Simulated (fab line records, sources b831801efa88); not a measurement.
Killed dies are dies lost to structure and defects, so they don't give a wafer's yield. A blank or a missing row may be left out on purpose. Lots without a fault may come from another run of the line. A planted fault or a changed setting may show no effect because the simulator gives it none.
fab line records | flow gf180mcu
record lots=5 wafers=15 last_day=34
route steps=602 shown M3@424 V3@429 M4@456
lots that met no fault: from a run of the same line without faults
start_h: hours from the record's first day to the start of the lot's first wafer shown | wait_h: hours since the lot's step before | " the same as in the row above | L1.1+2: a row that stands for several wafers | - no value, or no start given | * or withheld: withheld | < > ~ a bound
route shown NAME@n: a module of which the file shows steps, and the number in the route of the first | usual: mean/standard deviation of fault-free wafers | same: alike in all rows | chamber/n: place in a boat | sites: the reading at each site | _std_site: their standard deviation | _edge_site: outer sites' mean less inner sites' | radius_mm: how far each site lies from the wafer's centre | mask NAME#n: copy n | behind: the tool/chamber that last shaped the wafer | hold: why the lot was held/for how many hours/how that ended | device: the transistor (n, p or np) that didn't switch | end of line: the same wafers' tests at the end of the route | a step without rows: its recipe alone | killed: dies lost to structure and defects at the first sort, not the wafer's yield | map: a wafer's dies, x killed, . not, _ none there
set.NAME: the setting as run; set.NAME@STEP: as run at that earlier step | model.NAME: the simulator's own value behind a step, which no gauge read
lots at some steps of the route; a table a step, a row a wafer
services: from which hour (start_h, from the record's first day; less than 0 if before it) a tool's chamber was out of use, for how many hours, and why
## steps
# step GF_M3_OVL_MEAS_15
# usual M3_OVL=-2/5.7
# columns lot.wafer tool chamber start_h wait_h M3_OVL[nm]
L075.4 overlay-02 - 507.41 0.1 -5
L075.5 " - " " -14
L075.6 " - " " -2
L079.2 overlay-02 - 538.91 0.1 -2
L079.5 " - " " -2
L079.6 " - " " 0
L083.2 overlay-02 - 572.66 0.1 -2
L083.3 " - " " 2
L083.6 " - " " -2
L095.1 overlay-02 - 661.01 0.1 -1
L095.2 " - " " -8
L095.3 " - " " -2
L096.2 overlay-01 - 668.29 0.1 -12
L096.4 " - " " -7
L096.5 " - " " -11
# step GF_M3_METAL_ETCH_16
# recipe chemistry=Cl2/BCl3 mask_material=KrF target_depth_nm=627.5 stop_on=SiO2 pressure_mtorr=8 icp_w=800 bias_w=140 Cl2_flow_sccm=80 bcl3_flow_sccm=40 time_s=104.6
# usual drypump_motor_current_A=5.7/0.35 oes_product_au=0.974/0.006 throttle_valve_pct=28.249/0.0096
# columns lot.wafer tool chamber start_h wait_h drypump_motor_current_A oes_product_au rf_hours_counter_h throttle_valve_pct
L075.4 rie_metal-03 0 507.54 0.1 5.8 0.974 - 28.263
L075.5 " 0 " " 5.8 0.975 - 28.258
L075.6 " 0 " " 5.8 0.966 - 28.254
L079.2 rie_metal-02 0 538.94 0.0 6.2 0.972 10 28.241
L079.5 " 0 " " 6.2 0.980 - 28.241
L079.6 " 1 " " 5.8 0.983 - 28.233
L083.2 rie_metal-03 1 572.69 0.0 5.1 0.976 1 28.243
L083.3 " 1 " " 5.1 0.974 - 28.241
L083.6 " 1 " " 5.1 0.967 - 28.252
L095.1 rie_metal-04 0 661.04 0.0 6.1 0.983 6 28.221
L095.2 " 1 " " 5.6 0.977 13 28.251
L095.3 " 0 " " 6.1 0.977 - 28.246
L096.2 rie_metal-03 0 668.32 0.0 5.8 0.976 5 28.252
L096.4 " 1 " " 5.1 0.969 - 28.244
L096.5 " 0 " " 5.8 0.983 - 28.245
# step GF_M3_STRIP_17
# recipe chemistry=O2/N2 power_w=1400 pressure_mtorr=1500 platen_temp_c=250 o2_flow_sccm=3000 n2_flow_sccm=300 overash_fraction=0.5
# usual drypump_motor_current_A=5.84/0.29 heater_power_w=317/26 oes_product_au=0.563/0.0048 strip_time_to_endpoint_s=8.01/0.034
# columns lot.wafer tool chamber start_h wait_h drypump_motor_current_A heater_power_w oes_product_au rf_hours_counter_h strip_time_to_endpoint_s
L075.4 plasma_asher-04 1 507.68 0.1 5.93 338 0.561 - 7.98
L075.5 " 0 " " 5.81 329 0.566 - 7.97
L075.6 " 1 " " 5.90 339 0.565 - 7.98
L079.2 plasma_asher-01 1 539.05 0.1 5.41 309 0.566 76 8.00
L079.5 " 0 " " 5.86 273 0.560 - 7.97
L079.6 " 1 " " 5.41 307 0.562 - 8.01
L083.2 plasma_asher-04 0 572.81 0.1 5.82 331 0.560 93 8.01
L083.3 " 0 " " 5.83 327 0.560 - 8.02
L083.6 " 1 " " 5.89 330 0.562 - 8.05
L095.1 plasma_asher-02 0 661.15 0.1 6.48 319 0.572 24 7.97
L095.2 " 1 " " 5.67 353 0.557 24 8.01
L095.3 " 1 " " 5.67 365 0.562 - 7.98
L096.2 plasma_asher-04 1 668.44 0.1 5.88 342 0.562 103 7.98
L096.4 " 0 " " 5.80 324 0.562 - 8.02
L096.5 " 1 " " 5.90 338 0.563 - 8.02
# step GF_M3_STRIP_18
# recipe chemistry=post_etch_residue_remover time_s=1200 temp_c=72.5
# usual bath_heat_duty_pct=14.4/1.1
# columns lot.wafer tool chamber start_h wait_h bath_heat_duty_pct
L075.4 wet_bench-04 1 507.75 0.0 13.5
L075.5 " 1 " " 15.0
L075.6 " 1 " " 14.3
L079.2 wet_bench-04 2 539.15 0.1 15.1
L079.5 " 2 " " 15.7
L079.6 " 2 " " 14.8
L083.2 wet_bench-01 3 572.91 0.1 14.8
L083.3 " 3 " " 15.9
L083.6 " 3 " " 14.8
L095.1 wet_bench-01 2 661.25 0.1 15.4
L095.2 " 2 " " 14.9
L095.3 " 2 " " 15.3
L096.2 wet_bench-04 2 668.54 0.1 15.2
L096.4 " 2 " " 15.2
L096.5 " 2 " " 15.0
# step GF_M3_CLEAN_19
# recipe chemistry=DIW dry=n2_spin
# columns lot.wafer tool chamber start_h wait_h
L075.4+5+6 wet_bench-03 1 508.09 0.0
L079.2+5+6 wet_bench-03 2 539.52 0.0
L083.2+3+6 wet_bench-04 2 573.31 0.0
L095.1+2+3 wet_bench-04 1 661.60 0.0
L096.2+4+5 wet_bench-03 0 669.22 0.0
# step GF_V3_CVD_00
# recipe material=SiO2 target_thk_nm=600 sigma_open_frac=0.3 temp_c=400 time_s=100 sih4_flow_sccm=58.31 pressure_mtorr=6
# usual sih4_flow_sccm=58.31/0.15
# columns lot.wafer tool chamber start_h wait_h sih4_flow_sccm
L075.4 hdpcvd-02 1 508.22 0.0 58.49
L075.5 " 0 " " 58.63
L075.6 " 2 " " 58.14
L079.2 hdpcvd-02 0 554.25 14.6 58.13
L079.5 " 0 " " 58.11
L079.6 " 1 " " 58.44
L083.2 hdpcvd-01 0 573.40 0.0 58.37
L083.3 " 1 " " 58.22
L083.6 " 1 " " 58.52
L095.1 hdpcvd-02 0 661.80 0.0 58.34
L095.2 " 1 " " 58.21
L095.3 " 2 " " 58.33
L096.2 hdpcvd-01 2 669.31 0.0 58.64
L096.4 " 2 " " 57.99
L096.5 " 0 " " 58.72
# step GF_V3_THK_MEAS_01
# recipe reads=SiO2_of_V3_CVD_00
# usual V3_CVD_00_THK=584/7.3
# columns lot.wafer tool chamber start_h wait_h V3_CVD_00_THK[nm]
L075.4 film_metro-02 - 508.29 0.0 571
L075.5 " - " " 593
L075.6 " - " " 584
L079.2 film_metro-01 - 554.33 0.0 585
L079.5 " - " " 570
L079.6 " - " " 581
L083.2 film_metro-02 - 573.49 0.0 585
L083.3 " - " " 594
L083.6 " - " " 592
L095.1 film_metro-03 - 661.87 0.0 588
L095.2 " - " " 585
L095.3 " - " " 584
L096.2 film_metro-03 - 669.39 0.0 587
L096.4 " - " " 590
L096.5 " - " " 587
# step GF_V3_CVD_02
# recipe material=SiO2 target_thk_nm=850 precursor=TEOS temp_c=400 time_s=94.851 rf_w=600
# usual heater_power_w=614/62
# columns lot.wafer tool chamber start_h wait_h heater_power_w
L075.4 pecvd-04 2 508.35 0.1 636
L075.5 " 0 " " 686
L075.6 " 1 " " 637
L079.2 pecvd-01 2 554.38 0.0 555
L079.5 " 0 " " 568
L079.6 " 1 " " 480
L083.2 pecvd-04 2 573.54 0.0 571
L083.3 " 0 " " 603
L083.6 " 1 " " 706
L095.1 pecvd-01 1 661.93 0.1 559
L095.2 " 2 " " 561
L095.3 " 0 " " 710
L096.2 pecvd-01 2 669.44 0.0 585
L096.4 " 1 " " 492
L096.5 " 0 " " 552
# step GF_V3_THK_MEAS_03
# recipe reads=SiO2_of_V3_CVD_02
# usual V3_CVD_02_THK=845/13
# columns lot.wafer tool chamber start_h wait_h V3_CVD_02_THK[nm]
L075.4 film_metro-03 - 508.44 0.1 868
L075.5 " - " " 848
L075.6 " - " " 846
L079.2 film_metro-02 - 554.46 0.0 824
L079.5 " - " " 843
L079.6 " - " " 831
L083.2 film_metro-01 - 573.61 0.0 841
L083.3 " - " " 831
L083.6 " - " " 848
L095.1 film_metro-01 - 662.00 0.0 832
L095.2 " - " " 847
L095.3 " - " " 844
L096.2 film_metro-03 - 669.52 0.0 845
L096.4 " - " " 841
L096.5 " - " " 859
# step GF_V3_CMP_04
# recipe material=SiO2 down_force_psi=4 platen_rpm=60 pad_velocity_m_s=0.94248
# usual motor_current_A=11.5/0.99 time_to_endpoint_s=76/6
# columns lot.wafer tool chamber start_h wait_h motor_current_A time_to_endpoint_s
L075.4 cmp-02 3 508.47 0.0 11.7 88
L075.6 " 3 " " 11.2 81
L075.5 " 0 " " 11.7 86
L079.2 cmp-02 2 554.66 0.2 11.2 70
L079.6 " 3 " " 11.5 70
L079.5 " 0 " " 12.3 80
L083.3 cmp-02 0 573.71 0.1 11.7 74
L083.2 " 2 " " 11.2 74
L083.6 " 3 " " 11.3 78
L095.3 cmp-02 2 662.06 0.0 11.6 77
L095.1 " 0 " " 11.8 77
L095.2 " 1 " " 13.6 77
L096.2 cmp-02 1 669.57 0.0 13.1 77
L096.4 " 2 " " 11.2 73
L096.5 " 1 " " 12.9 86
# step GF_V3_BOW_MEAS_05
# recipe mode=bow
# usual V3_BOW=113/8.4
# columns lot.wafer tool chamber start_h wait_h V3_BOW[um]
L075.4 film_metro-01 - 508.83 0.3 105
L075.5 " - " " 103
L075.6 " - " " 102
L079.2 film_metro-01 - 554.83 0.1 122
L079.5 " - " " 113
L079.6 " - " " 108
L083.2 film_metro-03 - 573.98 0.1 121
L083.3 " - " " 123
L083.6 " - " " 128
L095.1 film_metro-03 - 662.36 0.1 112
L095.2 " - " " 123
L095.3 " - " " 101
L096.2 film_metro-03 - 669.89 0.3 125
L096.4 " - " " 106
L096.5 " - " " 113
# step GF_V3_DEHYDRATE_06
# recipe temp_c=200 time_s=60
# usual exhaust_pa=45.1/0.85
# columns lot.wafer tool chamber start_h wait_h exhaust_pa
L075.4 litho_track-04 0 520.16 11.3 44.3
L075.5 " 0 " " 45.7
L075.6 " 0 " " 47.0
L079.2 litho_track-03 0 563.66 8.8 44.0
L079.5 " 0 " " 45.3
L079.6 " 0 " " 45.5
L083.2 litho_track-02 0 584.04 10.0 45.5
L083.3 " 0 " " 46.5
L083.6 " 0 " " 46.2
L095.1 litho_track-03 0 671.94 9.6 45.4
L095.2 " 0 " " 45.6
L095.3 " 0 " " 45.7
L096.2 litho_track-02 0 679.04 9.1 44.5
L096.4 " 0 " " 45.4
L096.5 " 0 " " 45.8
# step GF_V3_HMDS_07
# recipe prime_time_s=60 prime_temp_c=120
# usual exhaust_pa=45.0/0.88
# columns lot.wafer tool chamber start_h wait_h exhaust_pa
L075.4 litho_track-04 0 520.31 0.1 46.4
L075.5 " 0 " " 46.7
L075.6 " 0 " " 46.1
L079.2 litho_track-03 0 563.81 0.1 44.3
L079.5 " 0 " " 44.8
L079.6 " 0 " " 44.4
L083.2 litho_track-02 0 584.19 0.1 45.0
L083.3 " 0 " " 44.4
L083.6 " 0 " " 43.1
L095.1 litho_track-03 0 672.09 0.1 43.6
L095.2 " 0 " " 45.9
L095.3 " 0 " " 44.4
L096.2 litho_track-02 0 679.19 0.1 45.0
L096.4 " 0 " " 44.6
L096.5 " 0 " " 44.8
# step GF_V3_COAT_08
# recipe resist=BARC temp_c=withheld time_s=withheld spin_rpm=withheld resist_thk_nm=withheld
# usual exhaust_pa=44.9/0.95
# columns lot.wafer tool chamber start_h wait_h exhaust_pa
L075.4 litho_track-04 0 520.46 0.1 44.8
L075.5 " 0 " " 44.7
L075.6 " 0 " " 43.8
L079.2 litho_track-03 0 563.96 0.1 45.9
L079.5 " 0 " " 44.5
L079.6 " 0 " " 44.3
L083.2 litho_track-02 0 584.34 0.1 44.8
L083.3 " 0 " " 45.5
L083.6 " 0 " " 44.0
L095.1 litho_track-03 0 672.24 0.1 46.3
L095.2 " 0 " " 45.0
L095.3 " 0 " " 46.2
L096.2 litho_track-02 0 679.34 0.1 45.1
L096.4 " 0 " " 45.0
L096.5 " 0 " " 43.6
# step GF_V3_COAT_09
# recipe resist=KrF spin_rpm=withheld resist_thk_nm=1000
# usual exhaust_pa=45.1/0.91
# columns lot.wafer tool chamber start_h wait_h exhaust_pa
L075.4 litho_track-04 0 - - 45.5
L075.5 " 0 " " 45.8
L075.6 " 0 " " 45.0
L079.2 litho_track-03 0 - - 46.1
L079.5 " 0 " " 44.8
L079.6 " 0 " " 46.1
L083.2 litho_track-02 0 - - 46.2
L083.3 " 0 " " 45.9
L083.6 " 0 " " 44.9
L095.1 litho_track-03 0 - - 45.1
L095.2 " 0 " " 45.8
L095.3 " 0 " " 45.4
L096.2 litho_track-02 0 - - 44.3
L096.4 " 0 " " 46.2
L096.5 " 0 " " 45.6
# step GF_V3_SOFTBAKE_10
# recipe temp_c=130 time_s=60 resist=KrF
# usual exhaust_pa=44.8/0.98
# columns lot.wafer tool chamber start_h wait_h exhaust_pa
L075.4 litho_track-04 0 - - 44.3
L075.5 " 0 " " 43.3
L075.6 " 0 " " 42.0
L079.2 litho_track-03 0 - - 43.7
L079.5 " 0 " " 43.3
L079.6 " 0 " " 45.3
L083.2 litho_track-02 0 - - 46.1
L083.3 " 0 " " 45.3
L083.6 " 0 " " 45.8
L095.1 litho_track-03 0 - - 46.4
L095.2 " 0 " " 45.0
L095.3 " 0 " " 45.6
L096.2 litho_track-02 0 - - 44.9
L096.4 " 0 " " 45.6
L096.5 " 0 " " 44.8
# step GF_V3_EXPOSE_11
# recipe mask_id=Via3 target_cd_nm=260 na=0.68 source_shape=conventional sigma_outer=0.6 dose_mj=38
# columns lot.wafer tool chamber start_h wait_h mask
L075.4+5+6 krf_scanner-02 0 - - Via3#0
L079.2+5+6 krf_scanner-01 0 - - Via3#0
L083.2+3+6 krf_scanner-02 0 - - Via3#0
L095.1+2+3 krf_scanner-02 0 - - Via3#0
L096.2+4+5 krf_scanner-01 0 - - Via3#0
# step GF_V3_PEB_12
# recipe peb_temp_c=135 peb_time_s=90 resist=KrF
# usual exhaust_pa=45.1/1.1
# columns lot.wafer tool chamber start_h wait_h exhaust_pa
L075.4 litho_track-03 0 - - 44.1
L075.5 " 0 " " 45.5
L075.6 " 0 " " 46.1
L079.2 litho_track-04 0 - - 45.3
L079.5 " 0 " " 45.4
L079.6 " 0 " " 45.1
L083.2 litho_track-02 0 - - 45.3
L083.3 " 0 " " 45.2
L083.6 " 0 " " 45.3
L095.1 litho_track-03 0 - - 44.6
L095.2 " 0 " " 45.4
L095.3 " 0 " " 44.2
L096.2 litho_track-04 0 - - 42.9
L096.4 " 0 " " 44.0
L096.5 " 0 " " 44.1
# step GF_V3_DEVELOP_13
# recipe develop_time_s=60 resist=KrF dev_temp_c=21
# usual exhaust_pa=45.0/0.97
# columns lot.wafer tool chamber start_h wait_h exhaust_pa
L075.4 litho_track-03 0 532.71 0.1 47.4
L075.5 " 0 " " 45.7
L075.6 " 0 " " 46.4
L079.2 litho_track-04 0 576.35 0.2 45.1
L079.5 " 0 " " 45.1
L079.6 " 0 " " 44.9
L083.2 litho_track-02 0 594.69 0.2 44.2
L083.3 " 0 " " 45.3
L083.6 " 0 " " 45.2
L095.1 litho_track-03 0 682.54 0.2 43.0
L095.2 " 0 " " 45.3
L095.3 " 0 " " 43.6
L096.2 litho_track-04 0 689.70 0.2 43.0
L096.4 " 0 " " 44.9
L096.5 " 0 " " 45.0
# step GF_V3_CD_MEAS_14
# recipe target_cd_nm=260
# usual cd_nm=259.9/1.1
# columns lot.wafer tool chamber start_h wait_h cd_nm
L075.4 cd_sem-01 - 532.85 0.1 260.4
L075.5 " - " " 259.9
L075.6 " - " " 260.9
L079.2 cd_sem-02 - 576.50 0.1 258.4
L079.5 " - " " 259.3
L079.6 " - " " 259.7
L083.2 cd_sem-02 - 594.84 0.1 260.9
L083.3 " - " " 260.7
L083.6 " - " " 260.4
L095.1 cd_sem-01 - 682.69 0.1 258.9
L095.2 " - " " 258.1
L095.3 " - " " 258.5
L096.2 cd_sem-02 - 689.85 0.1 259.8
L096.4 " - " " 258.1
L096.5 " - " " 259.7
# step GF_V3_OVL_MEAS_15
# usual V3_OVL=-4/6.8
# columns lot.wafer tool chamber start_h wait_h V3_OVL[nm]
L075.4 overlay-02 - 532.92 0.1 -6
L075.5 " - " " 11
L075.6 " - " " -3
L079.2 overlay-01 - 576.61 0.1 -11
L079.5 " - " " 1
L079.6 " - " " -4
L083.2 overlay-01 - 594.94 0.1 -10
L083.3 " - " " -14
L083.6 " - " " -6
L095.1 overlay-01 - 682.81 0.1 1
L095.2 " - " " -9
L095.3 " - " " 6
L096.2 overlay-01 - 689.95 0.1 0
L096.4 " - " " -2
L096.5 " - " " -1
# step GF_V3_ETCH_16
# recipe chemistry=N2/H2 target_depth_a=withheld overetch_a=withheld time_s=withheld target=BARC ion_energy_ev=200 source_w=500 bias_w=100 pressure_mtorr=30 n2_flow_sccm=100 h2_flow_sccm=200
# usual drypump_motor_current_A=5.6/0.46 oes_product_au=0.854/0.0047 throttle_valve_pct=13.224/0.0084
# columns lot.wafer tool chamber start_h wait_h drypump_motor_current_A oes_product_au throttle_valve_pct
L075.4 rie_diel-01 0 532.94 0.0 5.5 0.851 13.211
L075.5 " 0 " " 5.6 0.866 13.219
L075.6 " 1 " " 5.6 0.857 13.231
L079.2 rie_diel-04 0 576.64 0.0 6.1 0.845 13.217
L079.5 " 0 " " 6.1 0.851 13.234
L079.6 " 3 " " 5.3 0.851 13.220
L083.2 rie_diel-01 0 594.97 0.0 5.5 0.853 13.212
L083.3 " 1 " " 5.6 0.853 13.219
L083.6 " 2 " " 5.2 0.844 13.228
L095.1 rie_diel-04 3 682.84 0.0 5.3 0.862 13.234
L095.2 " 1 " " 6.1 0.857 13.229
L095.3 " 2 " " 5.0 0.853 13.208
L096.2 rie_diel-04 1 689.98 0.0 6.2 0.850 13.230
L096.4 " 2 " " 4.9 0.855 13.232
L096.5 " 0 " " 6.1 0.849 13.221
# step GF_V3_ETCH_17
# recipe chemistry=C4F8/O2/Ar mask_material=KrF target=SiO2 stop_on=TiN source_w=1500 bias_w=1200 pressure_mtorr=40 c4f8_flow_sccm=withheld O2_flow_sccm=6 Ar_flow_sccm=300 time_s=withheld target_depth_a=6350
# usual oes_product_au=0.856/0.0044
# columns lot.wafer tool chamber start_h wait_h oes_product_au
L075.4 rie_diel-01 0 - - 0.851
L075.5 " 0 " " 0.862
L075.6 " 1 " " 0.863
L079.2 rie_diel-04 0 - - 0.852
L079.5 " 0 " " 0.855
L079.6 " 3 " " 0.851
L083.2 rie_diel-01 0 - - 0.851
L083.3 " 1 " " 0.858
L083.6 " 2 " " 0.856
L095.1 rie_diel-04 3 - - 0.862
L095.2 " 1 " " 0.862
L095.3 " 2 " " 0.853
L096.2 rie_diel-04 1 - - 0.855
L096.4 " 2 " " 0.852
L096.5 " 0 " " 0.853
# step GF_V3_STRIP_18
# recipe chemistry=O2/N2 power_w=1400 pressure_mtorr=1500 platen_temp_c=250 o2_flow_sccm=3000 n2_flow_sccm=300 overash_fraction=0.5
# usual drypump_motor_current_A=5.8/0.47 heater_power_w=324/30 oes_product_au=0.593/0.0049
# columns lot.wafer tool chamber start_h wait_h drypump_motor_current_A heater_power_w oes_product_au rf_hours_counter_h
L075.4 plasma_asher-03 0 533.10 - 6.3 350 0.591 -
L075.5 " 1 " " 5.2 329 0.591 -
L075.6 " 0 " " 6.3 353 0.599 -
L079.2 plasma_asher-03 0 576.76 - 6.2 357 0.587 46
L079.5 " 0 " " 6.2 351 0.581 -
L079.6 " 1 " " 5.2 325 0.597 -
L083.2 plasma_asher-01 0 595.10 - 5.9 275 0.590 82
L083.3 " 0 " " 5.9 270 0.599 -
L083.6 " 1 " " 5.4 299 0.598 -
L095.1 plasma_asher-03 0 682.97 - 6.2 352 0.598 57
L095.2 " 1 " " 5.2 326 0.589 57
L095.3 " 0 " " 6.2 344 0.590 -
L096.2 plasma_asher-03 1 690.11 - 5.2 329 0.584 58
L096.4 " 1 " " 5.2 322 0.590 -
L096.5 " 0 " " 6.2 349 0.596 -
# step GF_V3_STRIP_19
# recipe chemistry=post_etch_residue_remover time_s=1200 temp_c=72.5
# usual bath_heat_duty_pct=14.3/1
# columns lot.wafer tool chamber start_h wait_h bath_heat_duty_pct
L075.4 wet_bench-02 1 533.17 0.0 12.8
L075.5 " 1 " " 13.5
L075.6 " 1 " " 13.5
L079.2 wet_bench-02 0 576.86 0.1 12.6
L079.5 " 0 " " 13.7
L079.6 " 0 " " 14.3
L083.2 wet_bench-04 3 595.20 0.1 15.3
L083.3 " 3 " " 15.4
L083.6 " 3 " " 17.0
L095.1 wet_bench-03 2 683.07 0.1 14.0
L095.2 " 2 " " 13.3
L095.3 " 2 " " 14.1
L096.2 wet_bench-02 1 690.21 0.1 13.2
L096.4 " 1 " " 12.2
L096.5 " 1 " " 14.1
# step GF_V3_CLEAN_20
# recipe chemistry=DIW dry=n2_spin
# columns lot.wafer tool chamber start_h wait_h
L075.4+5+6 wet_bench-04 2 533.51 0.0
L079.2+5+6 wet_bench-03 3 577.21 0.0
L083.2+3+6 wet_bench-03 2 595.55 0.0
L095.1+2+3 wet_bench-04 2 683.44 0.0
L096.2+4+5 wet_bench-04 2 690.56 0.0
# step GF_V3_SPUTTER_21
# recipe material=Ti target_thk_nm=15 chamber_pressure_pa=5 power_w=2500 substrate_temp_c=200 time_s=80.02
# usual throttle_valve_pct=30.1/1.3
# columns lot.wafer tool chamber start_h wait_h throttle_valve_pct
L075.4 pvd_sputter-04 - 533.61 0.0 29.4
L075.5 " - " " 29.8
L075.6 " - " " 33.2
L079.2 pvd_sputter-02 - 577.30 0.0 29.8
L079.5 " - " " 28.8
L079.6 " - " " 28.5
L083.2 pvd_sputter-04 - 595.64 0.0 33.3
L083.3 " - " " 29.0
L083.6 " - " " 30.2
L095.1 pvd_sputter-04 - 683.63 0.0 30.2
L095.2 " - " " 29.3
L095.3 " - " " 29.7
L096.2 pvd_sputter-02 - 690.74 0.0 28.3
L096.4 " - " " 29.3
L096.5 " - " " 29.8
# step GF_V3_SPUTTER_22
# recipe material=TiN target_thk_nm=10 chamber_pressure_pa=5 power_w=4000 time_s=40
# usual throttle_valve_pct=30.1/1.3
# columns lot.wafer tool chamber start_h wait_h throttle_valve_pct
L075.4 pvd_sputter-04 - 533.68 0.0 29.3
L075.5 " - " " 29.8
L075.6 " - " " 33.3
L079.2 pvd_sputter-02 - 577.36 0.0 29.6
L079.5 " - " " 28.6
L079.6 " - " " 28.6
L083.2 pvd_sputter-04 - 595.70 0.0 33.5
L083.3 " - " " 29.1
L083.6 " - " " 30.2
L095.1 pvd_sputter-04 - 683.69 0.0 30.2
L095.2 " - " " 29.2
L095.3 " - " " 29.8
L096.2 pvd_sputter-02 - 690.80 0.0 28.6
L096.4 " - " " 29.5
L096.5 " - " " 29.8
# step GF_V3_CVD_23
# recipe material=W target_thk_nm=350 time_s=104.9 temp_c=400 pressure_torr=40
# usual heater_power_w=898/130
# columns lot.wafer tool chamber start_h wait_h heater_power_w
L075.4 cvd_w-02 0 533.76 0.1 823
L075.5 " 0 " " 817
L075.6 " 1 " " 959
L079.2 cvd_w-01 1 577.40 0.0 1100
L079.5 " 1 " " 1101
L079.6 " 0 " " 738
L083.2 cvd_w-01 1 595.74 0.0 1029
L083.3 " 0 " " 740
L083.6 " 0 " " 738
L095.1 cvd_w-02 0 683.73 0.0 846
L095.2 " 1 " " 918
L095.3 " 0 " " 828
L096.2 cvd_w-01 1 690.84 0.0 1072
L096.4 " 1 " " 1058
L096.5 " 1 " " 1076
# step GF_V3_RS_MEAS_24
# recipe thk_meas_gauge=four-point-probe reads=W_of_V3_CVD_23+TiN_of_V3_SPUTTER_22+Ti_of_V3_SPUTTER_21
# usual V3_W_RS=0.329/0.0048
# columns lot.wafer tool chamber start_h wait_h V3_W_RS[ohm/sq]
L075.4 film_metro-03 - 533.90 0.1 0.332
L075.5 " - " " 0.327
L075.6 " - " " 0.332
L079.2 film_metro-03 - 577.53 0.1 0.324
L079.5 " - " " 0.323
L079.6 " - " " 0.330
L083.2 film_metro-03 - 595.87 0.1 0.321
L083.3 " - " " 0.331
L083.6 " - " " 0.331
L095.1 film_metro-03 - 683.84 0.1 0.330
L095.2 " - " " 0.332
L095.3 " - " " 0.329
L096.2 film_metro-01 - 691.06 0.2 0.324
L096.4 " - " " 0.324
L096.5 " - " " 0.322
# step GF_V3_THK_MEAS_25
# recipe thk_meas_gauge=xrf reads=W_of_V3_CVD_23
# usual V3_W_THK=360/6.2
# columns lot.wafer tool chamber start_h wait_h V3_W_THK[nm]
L075.4 film_metro-03 - 533.99 0.1 362
L075.5 " - " " 363
L075.6 " - " " 356
L079.2 film_metro-03 - 577.64 0.1 363
L079.5 " - " " 366
L079.6 " - " " 357
L083.2 film_metro-03 - 595.98 0.1 368
L083.3 " - " " 358
L083.6 " - " " 359
L095.1 film_metro-03 - 683.96 0.1 358
L095.2 " - " " 351
L095.3 " - " " 359
L096.2 film_metro-01 - 691.17 0.1 374
L096.4 " - " " 372
L096.5 " - " " 373
# step GF_V3_CMP_26
# recipe stop_on=SiO2 down_force_psi=3.5 platen_rpm=60 t_overpolish_s=15 target_thk_nm=0 pad_velocity_m_s=0.94248
# usual motor_current_A=10.6/0.84 overpolish_run_s=15.001/0.0082 time_to_endpoint_s=83/3.9
# columns lot.wafer tool chamber start_h wait_h motor_current_A overpolish_run_s time_to_endpoint_s
L075.4 cmp-01 3 534.02 0.0 11.0 14.998 79
L075.6 " 3 " " 10.7 15.002 78
L075.5 " 0 " " 9.0 15.000 83
L079.2 cmp-02 3 577.84 0.2 10.8 14.992 85
L079.5 " 0 " " 11.0 14.993 95
L079.6 " 1 " " 11.3 15.001 89
L083.3 cmp-02 2 596.03 0.0 10.0 14.994 86
L083.2 " 0 " " 10.7 15.001 89
L083.6 " 2 " " 10.2 15.001 83
L095.3 cmp-02 2 684.02 0.0 10.5 14.992 83
L095.2 " 3 " " 10.2 15.000 83
L095.1 " 1 " " 11.9 15.009 87
L096.2 cmp-01 1 691.22 0.0 10.5 14.996 82
L096.4 " 3 " " 10.9 15.007 81
L096.5 " 1 " " 11.1 14.983 84
# step GF_M4_SPUTTER_00
# recipe material=Ti target_thk_nm=37.5 arriving_ion_energy_ev=80 substrate_temp_c=200 chamber_pressure_pa=2 power_w=4000 time_s=150
# usual throttle_valve_pct=30.6/1.2
# columns lot.wafer tool chamber start_h wait_h throttle_valve_pct
L075.4 pvd_sputter-01 - 534.32 0.2 31.0
L075.5 " - " " 30.5
L075.6 " - " " 29.6
L079.2 pvd_sputter-01 - 577.99 0.1 31.1
L079.5 " - " " 30.6
L079.6 " - " " 30.8
L083.2 pvd_sputter-04 - 596.33 0.1 33.2
L083.3 " - " " 29.8
L083.6 " - " " 33.4
L095.1 pvd_sputter-01 - 684.32 0.1 29.6
L095.2 " - " " 30.5
L095.3 " - " " 30.7
L096.2 pvd_sputter-03 - 691.52 0.2 30.9
L096.4 " - " " 31.0
L096.5 " - " " 30.7
# step GF_M4_SPUTTER_01
# recipe material=TiN target_thk_nm=30 power_w=6500 time_s=25 chamber_pressure_pa=0.4
# usual throttle_valve_pct=30.6/1.2
# columns lot.wafer tool chamber start_h wait_h throttle_valve_pct
L075.4 pvd_sputter-01 - 534.42 0.1 30.7
L075.5 " - " " 30.5
L075.6 " - " " 29.6
L079.2 pvd_sputter-01 - 578.09 0.1 30.9
L079.5 " - " " 30.4
L079.6 " - " " 31.0
L083.2 pvd_sputter-04 - 596.43 0.1 33.2
L083.3 " - " " 29.5
L083.6 " - " " 33.5
L095.1 pvd_sputter-01 - 684.42 0.1 29.7
L095.2 " - " " 30.8
L095.3 " - " " 30.8
L096.2 pvd_sputter-03 - 691.62 0.1 30.9
L096.4 " - " " 30.9
L096.5 " - " " 30.7
# step GF_M4_SPUTTER_02
# recipe material=AlCu target_thk_nm=450 power_w=10600 time_s=23.9 chamber_pressure_pa=0.4
# usual throttle_valve_pct=30.6/1.2
# columns lot.wafer tool chamber start_h wait_h throttle_valve_pct
L075.4 pvd_sputter-01 - 534.45 0.0 30.6
L075.5 " - " " 30.4
L075.6 " - " " 29.9
L079.2 pvd_sputter-01 - 578.12 0.0 30.9
L079.5 " - " " 30.7
L079.6 " - " " 30.9
L083.2 pvd_sputter-04 - 596.46 0.0 33.5
L083.3 " - " " 29.8
L083.6 " - " " 33.5
L095.1 pvd_sputter-01 - 684.45 0.0 29.5
L095.2 " - " " 30.8
L095.3 " - " " 30.7
L096.2 pvd_sputter-03 - 691.65 0.0 31.1
L096.4 " - " " 30.6
L096.5 " - " " 30.9
## services
# columns tool chamber start_h hours kind
rie_diel-01 1 485.87 6.2 repair
krf_scanner-02 - 488.32 1.0 pm
cmp-02 - 489.26 0.7 repair
cvd_w-01 - 489.77 6.0 pm
wet_bench-04 - 502.87 1.9 pm
rie_diel-04 0 509.30 5.2 repair
rie_metal-03 - 510.77 15.6 pm
plasma_asher-04 - 537.95 2.8 pm
cmp-02 - 540.49 2.1 repair
rie_diel-04 0 548.93 6.8 repair
rie_diel-04 2 555.11 6.5 repair
pvd_sputter-01 - 557.31 3.1 repair
cmp-02 - 561.63 1.5 repair
pvd_sputter-02 - 581.57 7.5 repair
plasma_asher-03 - 586.66 3.5 repair
pvd_sputter-01 - 588.58 15.1 repair
rie_diel-04 1 600.68 3.8 repair
rie_diel-04 1 609.56 3.6 repair
rie_diel-04 0 619.81 4.6 repair
cmp-02 - 638.69 0.8 repair
rie_diel-04 0 648.04 29.1 repair
rie_diel-04 2 649.18 3.7 repair
cmp-02 - 649.97 3.5 pm
pvd_sputter-02 - 652.98 1.2 repair
## key
fault none
